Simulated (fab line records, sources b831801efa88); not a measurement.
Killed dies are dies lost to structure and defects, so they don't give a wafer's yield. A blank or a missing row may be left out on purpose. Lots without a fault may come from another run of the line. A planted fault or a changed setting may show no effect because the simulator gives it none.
fab line records | flow sfq_line
record lots=7 wafers=21 last_day=85
route steps=325 shown L0V@17 M0@28
lots that met no fault: from a run of the same line without faults
start_h: hours from the record's first day to the start of the lot's first wafer shown | wait_h: hours since the lot's step before | " the same as in the row above | L1.1+2: a row that stands for several wafers | - no value, or no start given | * or withheld: withheld | < > ~ a bound
route shown NAME@n: a module of which the file shows steps, and the number in the route of the first | usual: mean/standard deviation of fault-free wafers | same: alike in all rows | chamber/n: place in a boat | sites: the reading at each site | _std_site: their standard deviation | _edge_site: outer sites' mean less inner sites' | radius_mm: how far each site lies from the wafer's centre | mask NAME#n: copy n | behind: the tool/chamber that last shaped the wafer | hold: why the lot was held/for how many hours/how that ended | device: the transistor (n, p or np) that didn't switch | end of line: the same wafers' tests at the end of the route | a step without rows: its recipe alone | killed: dies lost to structure and defects at the first sort, not the wafer's yield | map: a wafer's dies, x killed, . not, _ none there
set.NAME: the setting as run; set.NAME@STEP: as run at that earlier step | model.NAME: the simulator's own value behind a step, which no gauge read
lots at some steps of the route; a table a step, a row a wafer
services: from which hour (start_h, from the record's first day; less than 0 if before it) a tool's chamber was out of use, for how many hours, and why
## steps
# step SFQ_TRILAYER_L0_VIA_LITHO_COAT_018
# recipe resist=BARC spin_rpm=3000 resist_thk_nm=62
# step SFQ_TRILAYER_L0_VIA_LITHO_COAT_013
# recipe resist=KrF spin_rpm=3000 resist_thk_nm=650
# step SFQ_TRILAYER_L0_VIA_LITHO_SOFTBAKE_017
# recipe temp_c=withheld time_s=withheld resist=KrF
# step SFQ_TRILAYER_L0_VIA_LITHO_EXPOSE_014
# recipe mask_id=L0V na=0.6 source_shape=conventional sigma_outer=0.65 target_cd_nm=700 dose_mj=21.3
# step SFQ_TRILAYER_L0_VIA_LITHO_PEB_016
# recipe peb_temp_c=115 peb_time_s=60 resist=KrF
# step SFQ_TRILAYER_L0_VIA_LITHO_DEVELOP_015
# recipe time_s=60 resist=KrF
# step SFQ_L0V_OVL_MEAS_903
# usual L0V_OVL=0/5
# columns lot.wafer tool chamber start_h wait_h L0V_OVL[nm]
L826.2 overlay-01 - 174.23 0.1 -1
L826.4 " - " " 1
L826.5 " - " " -8
L829.2 overlay-02 - 193.65 0.1 -2
L829.4 " - " " 2
L829.6 " - " " 0
L832.4 overlay-02 - 204.87 0.1 6
L832.5 " - " " -3
L832.6 " - " " 4
L833.1 overlay-01 - 209.65 0.1 -3
L833.4 " - " " -7
L833.5 " - " " -3
L834.1 overlay-02 - 215.65 0.1 4
L834.5 " - " " 6
L834.6 " - " " 5
L841.4 overlay-02 - 285.59 0.1 -6
L841.5 " - " " -3
L841.6 " - " " -4
L845.1 overlay-02 - 325.91 0.1 -5
L845.3 " - " " -8
L845.6 " - " " -4
# step SFQ_TRILAYER_L0_VIA_BARC_OPEN_VIA_ETCH_021
# recipe mask_material=PR chemistry=O2 target_depth_nm=125 target=BARC source_w=500 bias_w=80 pressure_mtorr=30 time_s=41.7
# usual drypump_motor_current_A=5.5/0.37 oes_product_au=0.685/0.0047
# same time_s=41.7
# columns lot.wafer tool chamber start_h wait_h drypump_motor_current_A oes_product_au rf_hours_counter_h
L826.2 rie_diel-03 0 174.26 0.0 5.8 0.688 91
L826.4 " 3 " " 5.1 0.683 17
L826.5 " 0 " " 5.8 0.686 -
L829.2 rie_diel-01 0 193.68 0.0 5.1 0.680 68
L829.4 " 1 " " 5.6 0.677 52
L829.6 " 1 " " 5.6 0.688 -
L832.4 rie_diel-01 1 204.89 0.0 5.6 0.678 52
L832.5 " 2 " " 5.4 0.692 -
L832.6 " 3 " " 5.6 0.687 -
L833.1 rie_diel-03 3 209.69 0.0 5.1 0.680 18
L833.4 " 2 " " 6.1 0.688 1
L833.5 " 0 " " 5.9 0.686 -
L834.1 rie_diel-04 1 215.69 0.0 6.0 0.688 1
L834.5 " 0 " " 5.8 0.684 -
L834.6 " 1 " " 5.9 0.692 -
L841.4 rie_diel-04 2 285.61 0.0 5.2 0.684 122
L841.5 " 2 " " 5.2 0.686 -
L841.6 " 3 " " 5.4 0.681 -
L845.1 rie_diel-03 1 325.95 0.0 4.8 0.674 7
L845.3 " 0 " " 5.9 0.682 94
L845.6 " 1 " " 4.8 0.678 -
# step SFQ_TRILAYER_L0_VIA_ETCH_VIA_ETCH_016
# recipe target=SiO2 stop_on=MoNx_KI mask_material=PR chemistry=CHF3 target_depth_nm=80 source_w=500 bias_w=80 pressure_mtorr=30 time_s=withheld
# usual drypump_motor_current_A=5.5/0.37 oes_product_au=0.842/0.0088
# columns lot.wafer tool chamber start_h wait_h drypump_motor_current_A oes_product_au
L826.2 rie_diel-03 0 174.30 0.0 5.8 0.840
L826.4 " 3 " " 5.1 0.850
L826.5 " 0 " " 5.9 0.849
L829.2 rie_diel-01 0 193.72 0.0 5.1 0.853
L829.4 " 1 " " 5.6 0.849
L829.6 " 1 " " 5.6 0.852
L832.4 rie_diel-01 1 204.93 0.0 5.6 0.834
L832.5 " 2 " " 5.4 0.854
L832.6 " 3 " " 5.6 0.847
L833.1 rie_diel-03 3 209.73 0.0 5.1 0.849
L833.4 " 2 " " 6.1 0.852
L833.5 " 0 " " 5.9 0.851
L834.1 rie_diel-04 1 215.73 0.0 5.9 0.836
L834.5 " 0 " " 5.8 0.842
L834.6 " 1 " " 5.9 0.852
L841.4 rie_diel-04 2 285.65 0.0 5.2 0.850
L841.5 " 2 " " 5.2 0.855
L841.6 " 3 " " 5.4 0.836
L845.1 rie_diel-03 1 325.99 0.0 4.8 0.840
L845.3 " 0 " " 5.9 0.843
L845.6 " 1 " " 4.8 0.846
# step SFQ_TRILAYER_L0_VIA_STRIP_STRIP_017
# recipe gas=O2 power_w=200 platen_temp_c=40 overash_fraction=0.65 chemistry=O2 pressure_mtorr=50
# usual drypump_motor_current_A=6.0/0.49 oes_product_au=1.003/0.012
# columns lot.wafer tool chamber start_h wait_h drypump_motor_current_A oes_product_au rf_hours_counter_h
L826.2 rie_metal-01 0 174.34 - 5.6 1.008 156
L826.4 " 1 " " 5.3 1.005 -
L826.5 " 0 " " 5.5 0.997 -
L829.2 rie_metal-04 0 193.77 - 5.7 0.987 153
L829.4 " 0 " " 5.7 0.987 -
L829.6 " 1 " " 5.6 0.996 -
L832.4 rie_metal-01 0 205.58 - 5.5 1.020 -
L832.5 " 0 " " 5.5 1.005 -
L832.6 " 0 " " 5.5 1.010 -
L833.1 rie_metal-01 0 209.78 - 5.6 1.008 163
L833.4 " 0 " " 5.6 1.013 -
L833.5 " 0 " " 5.6 1.020 -
L834.1 rie_metal-04 1 215.78 - 5.5 0.993 25
L834.5 " 0 " " 5.7 0.991 -
L834.6 " 1 " " 5.5 0.998 -
L841.4 rie_metal-03 1 285.89 - 6.7 1.011 -
L841.5 " 0 " " 6.2 1.006 -
L841.6 " 1 " " 6.6 1.004 -
L845.1 rie_metal-04 0 326.04 - 5.7 0.963 172
L845.3 " 0 " " 5.7 0.966 -
L845.6 " 0 " " 5.7 0.973 -
# step SFQ_TRILAYER_L0_VIA_STRIP_SOLV_CLEAN_018
# recipe chemistry=NMP temp_c=70 time_s=600
# step SFQ_TRILAYER_M0_DEP_PRE_CLEAN_020
# recipe gas=Ar time_s=15 bias_v=250
# step SFQ_TRILAYER_M0_DEP_SPUTTER_019
# recipe material=Nb base_pressure_pa=1.33e-06 chamber_pressure_pa=0.1333 substrate_temp_c=20 resputter_cathode_voltage_v=400 target_thk_nm=200 power_w=2000 time_s=133.3
# usual base_pressure_pa=1.32e-06/7.5e-08 cathode_dc_power_W=2000.0/0.37 throttle_valve_pct=29.3/0.96 time_s=133.3/0
# columns lot.wafer tool chamber start_h wait_h base_pressure_pa cathode_dc_power_W throttle_valve_pct time_s
L826.2 pvd_sputter-05 - 175.14 0.0 1.23e-06 2000.3 28.6 133.3
L826.4 " - " " 1.42e-06 1999.4 28.9 133.3
L826.5 " - " " 1.45e-06 2000.2 29.0 133.3
L829.2 pvd_sputter-06 - 194.57 0.0 1.41e-06 2000.9 27.7 133.3
L829.4 " - " " 1.23e-06 2000.0 29.4 133.3
L829.6 " - " " 1.42e-06 1999.0 29.6 133.3
L832.4 pvd_sputter-06 - 206.38 0.0 - - - -
L832.5 " - " " - - - -
L832.6 " - " " - - - -
L833.1 pvd_sputter-05 - 211.18 0.0 - - - -
L833.4 " - " " - - - -
L833.5 " - " " - - - -
L834.1 pvd_sputter-06 - 216.58 0.0 - - - -
L834.5 " - " " - - - -
L834.6 " - " " - - - -
L841.4 pvd_sputter-04 - 286.49 0.0 1.29e-06 1999.6 29.7 133.3
L841.5 " - " " 1.34e-06 1999.4 27.9 133.3
L841.6 " - " " 1.31e-06 2000.3 31.1 133.3
L845.1 pvd_sputter-05 - 326.84 0.0 1.19e-06 2000.1 29.7 133.3
L845.3 " - " " 1.33e-06 1999.9 28.9 133.3
L845.6 " - " " 1.41e-06 1999.6 29.6 133.3
# step SFQ_M0_RS_MEAS_904
# recipe thk_meas_gauge=four-point-probe reads=Nb_of_TRILAYER_M0_DEP_SPUTTER_019
# usual M0_NB_RS=0.889/0.012
# columns lot.wafer tool chamber start_h wait_h M0_NB_RS[ohm/sq]
L826.2 film_metro-02 - 175.26 0.1 0.889
L826.4 " - " " 0.877
L826.5 " - " " 0.876
L829.2 film_metro-02 - 194.68 0.1 0.879
L829.4 " - " " 0.884
L829.6 " - " " 0.890
L832.4 film_metro-01 - 206.53 0.1 -
L832.5 " - " " -
L832.6 " - " " -
L833.1 film_metro-03 - 211.27 0.0 -
L833.4 " - " " -
L833.5 " - " " -
L834.1 film_metro-03 - 216.67 0.0 -
L834.5 " - " " -
L834.6 " - " " -
L841.4 film_metro-01 - 286.65 0.1 0.911
L841.5 " - " " 0.919
L841.6 " - " " 0.899
L845.1 film_metro-03 - 326.93 0.0 0.888
L845.3 " - " " 0.884
L845.6 " - " " 0.893
# step SFQ_TRILAYER_M0_LITHO_COAT_026
# recipe resist=BARC spin_rpm=3000 resist_thk_nm=62
# step SFQ_TRILAYER_M0_LITHO_COAT_021
# recipe resist=KrF spin_rpm=3000 resist_thk_nm=600
# step SFQ_TRILAYER_M0_LITHO_SOFTBAKE_025
# recipe temp_c=withheld time_s=withheld resist=KrF
# step SFQ_TRILAYER_M0_LITHO_EXPOSE_022
# recipe mask_id=M0 na=0.6 source_shape=conventional sigma_outer=0.65 target_cd_nm=500 dose_mj=14.4
# step SFQ_TRILAYER_M0_LITHO_PEB_024
# recipe peb_temp_c=115 peb_time_s=60 resist=KrF
# step SFQ_TRILAYER_M0_LITHO_DEVELOP_023
# recipe time_s=60 resist=KrF
# step SFQ_M0_OVL_MEAS_906
# usual M0_OVL=1/6.5
# columns lot.wafer tool chamber start_h wait_h M0_OVL[nm]
L826.2 overlay-02 - 274.78 0.1 -4
L826.4 " - " " -3
L826.5 " - " " -7
L829.2 overlay-02 - 301.00 0.1 -5
L829.4 " - " " -6
L829.6 " - " " -4
L832.4 overlay-01 - 322.33 0.1 7
L832.5 " - " " 6
L832.6 " - " " 2
L833.1 overlay-01 - 327.11 0.1 8
L833.4 " - " " 1
L833.5 " - " " 8
L834.1 overlay-02 - 336.44 0.1 -1
L834.5 " - " " 0
L834.6 " - " " 3
L841.4 overlay-01 - 418.44 0.1 2
L841.5 " - " " -1
L841.6 " - " " 1
L845.1 overlay-02 - 469.39 0.1 -6
L845.3 " - " " -10
L845.6 " - " " -11
# step SFQ_TRILAYER_M0_BARC_OPEN_METAL_ETCH_031
# recipe mask_material=PR chemistry=O2 target_depth_nm=125 target=BARC icp_w=600 bias_w=80 pressure_mtorr=10 time_s=41.7
# usual drypump_motor_current_A=5.8/0.48 oes_product_au=0.685/0.0044
# same time_s=41.7
# columns lot.wafer tool chamber start_h wait_h drypump_motor_current_A oes_product_au rf_hours_counter_h
L826.2 rie_metal-01 1 274.83 0.0 5.3 0.690 -
L826.4 " 1 " " 5.3 0.686 -
L826.5 " 1 " " 5.3 0.690 -
L829.2 rie_metal-01 0 301.03 0.0 5.6 0.694 176
L829.4 " 0 " " 5.5 0.683 -
L829.6 " 1 " " 5.3 0.684 -
L832.4 rie_metal-02 1 322.37 0.0 6.2 0.682 -
L832.5 " 0 " " 5.5 0.689 -
L832.6 " 1 " " 6.2 0.677 -
L833.1 rie_metal-01 1 327.15 0.0 5.3 0.687 13
L833.4 " 1 " " 5.3 0.686 -
L833.5 " 1 " " 5.3 0.678 -
L834.1 rie_metal-03 1 336.48 0.0 6.6 0.690 116
L834.5 " 1 " " 6.6 0.686 -
L834.6 " 0 " " 6.2 0.686 -
L841.4 rie_metal-01 0 418.47 0.0 5.6 0.682 -
L841.5 " 1 " " 5.3 0.687 -
L841.6 " 0 " " 5.5 0.683 -
L845.1 rie_metal-02 1 469.42 0.0 6.2 0.684 109
L845.3 " 1 " " 6.2 0.690 -
L845.6 " 1 " " 6.2 0.681 -
# step SFQ_TRILAYER_M0_ETCH_METAL_ETCH_024
# recipe target=Nb stop_on=SiO2 mask_material=PR chemistry=Cl2/Ar target_depth_nm=240 icp_w=600 bias_w=80 pressure_mtorr=10 time_s=120
# usual drypump_motor_current_A=5.8/0.47 oes_product_au=0.894/0.0078
# same time_s=120
# columns lot.wafer tool chamber start_h wait_h drypump_motor_current_A oes_product_au rf_hours_counter_h
L826.2 rie_metal-01 1 274.97 0.1 5.3 0.890 -
L826.4 " 1 " " 5.3 0.906 -
L826.5 " 1 " " 5.3 0.894 -
L829.2 rie_metal-01 0 301.09 0.0 5.6 0.905 176
L829.4 " 0 " " 5.6 0.891 -
L829.6 " 1 " " 5.3 0.886 -
L832.4 rie_metal-02 1 322.45 0.1 6.2 0.375 -
L832.5 " 0 " " 5.4 0.370 -
L832.6 " 1 " " 6.2 0.377 -
L833.1 rie_metal-01 1 327.21 0.0 5.3 0.378 13
L833.4 " 1 " " 5.3 0.381 -
L833.5 " 1 " " 5.3 0.376 -
L834.1 rie_metal-03 1 336.54 0.0 6.5 0.384 116
L834.5 " 1 " " 6.6 0.384 -
L834.6 " 0 " " 6.2 0.379 -
L841.4 rie_metal-01 0 418.56 0.1 5.5 0.883 -
L841.5 " 1 " " 5.3 0.876 -
L841.6 " 0 " " 5.5 0.891 -
L845.1 rie_metal-02 1 469.48 0.0 6.2 0.896 109
L845.3 " 1 " " 6.2 0.899 -
L845.6 " 1 " " 6.2 0.886 -
# step SFQ_TRILAYER_M0_STRIP_STRIP_025
# recipe gas=O2 power_w=200 platen_temp_c=40 overash_fraction=0.65 chemistry=O2 pressure_mtorr=50
# usual drypump_motor_current_A=5.8/0.47 oes_product_au=1.003/0.011
# columns lot.wafer tool chamber start_h wait_h drypump_motor_current_A oes_product_au rf_hours_counter_h
L826.2 rie_metal-01 1 275.38 0.4 5.3 0.990 -
L826.4 " 1 " " 5.3 0.994 -
L826.5 " 1 " " 5.3 0.996 -
L829.2 rie_metal-01 0 301.22 0.1 5.6 0.999 176
L829.4 " 0 " " 5.5 1.011 -
L829.6 " 1 " " 5.3 0.978 -
L832.4 rie_metal-02 1 322.74 0.2 6.2 1.015 -
L832.5 " 0 " " 5.4 0.990 -
L832.6 " 1 " " 6.2 1.020 -
L833.1 rie_metal-01 1 327.34 0.1 5.3 1.000 13
L833.4 " 1 " " 5.3 0.978 -
L833.5 " 1 " " 5.3 0.998 -
L834.1 rie_metal-03 1 336.66 0.1 6.6 1.001 116
L834.5 " 1 " " 6.6 1.006 -
L834.6 " 0 " " 6.2 1.017 -
L841.4 rie_metal-01 0 418.84 0.2 5.6 1.010 -
L841.5 " 1 " " 5.3 0.992 -
L841.6 " 0 " " 5.6 1.007 -
L845.1 rie_metal-02 1 469.61 0.1 6.2 0.998 109
L845.3 " 1 " " 6.2 1.003 -
L845.6 " 1 " " 6.2 1.002 -
## services
# columns tool chamber start_h hours kind
rie_diel-04 0 158.35 3.6 repair
rie_metal-03 0 162.99 43.4 repair
rie_diel-01 1 164.58 3.8 repair
rie_metal-04 0 166.68 8.0 repair
rie_metal-02 0 190.11 6.2 repair
rie_metal-01 1 194.26 33.8 repair
rie_metal-01 1 228.77 14.7 repair
rie_diel-04 0 235.02 8.2 repair
rie_diel-03 0 235.89 4.1 repair
rie_metal-01 - 238.92 0.2 repair
rie_diel-01 3 245.03 2.9 repair
rie_diel-04 - 247.25 15.6 pm
rie_metal-01 - 254.95 3.6 repair
rie_metal-01 0 258.46 30.1 repair
rie_diel-03 2 293.47 9.8 repair
rie_diel-01 - 302.67 0.2 repair
rie_diel-04 3 366.08 14.0 repair
rie_metal-03 1 366.45 10.0 repair
rie_diel-03 1 388.71 4.3 repair
rie_diel-01 0 402.61 6.5 repair
rie_diel-01 - 417.92 2.8 pm
rie_diel-04 1 430.10 25.8 repair
rie_diel-03 2 447.65 29.4 repair
rie_metal-03 - 456.07 0.9 repair
## key
first_sign step=SFQ_TRILAYER_M0_DEP_SPUTTER_019 reading=tool_record direction=missing
effect step=SFQ_M0_RS_MEAS_904 reading=M0_NB_RS direction=missing
effect step=SFQ_TRILAYER_M0_ETCH_METAL_ETCH_024 reading=oes_product_au direction=down sigmas=66 usual=0.894 struck=0.378
met_at SFQ_TRILAYER_M0_DEP_SPUTTER_019
struck_wafers L832.4,L832.5,L832.6,L833.1,L833.4,L833.5,L834.1,L834.5,L834.6
onset_between 194.57 206.38
fault kind=skipped_step_whole tool=pvd_sputter-05,pvd_sputter-06 chamber=- onset_h=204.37 steps=SFQ_TRILAYER_M0_DEP_SPUTTER_019 scope=struck_lots_only
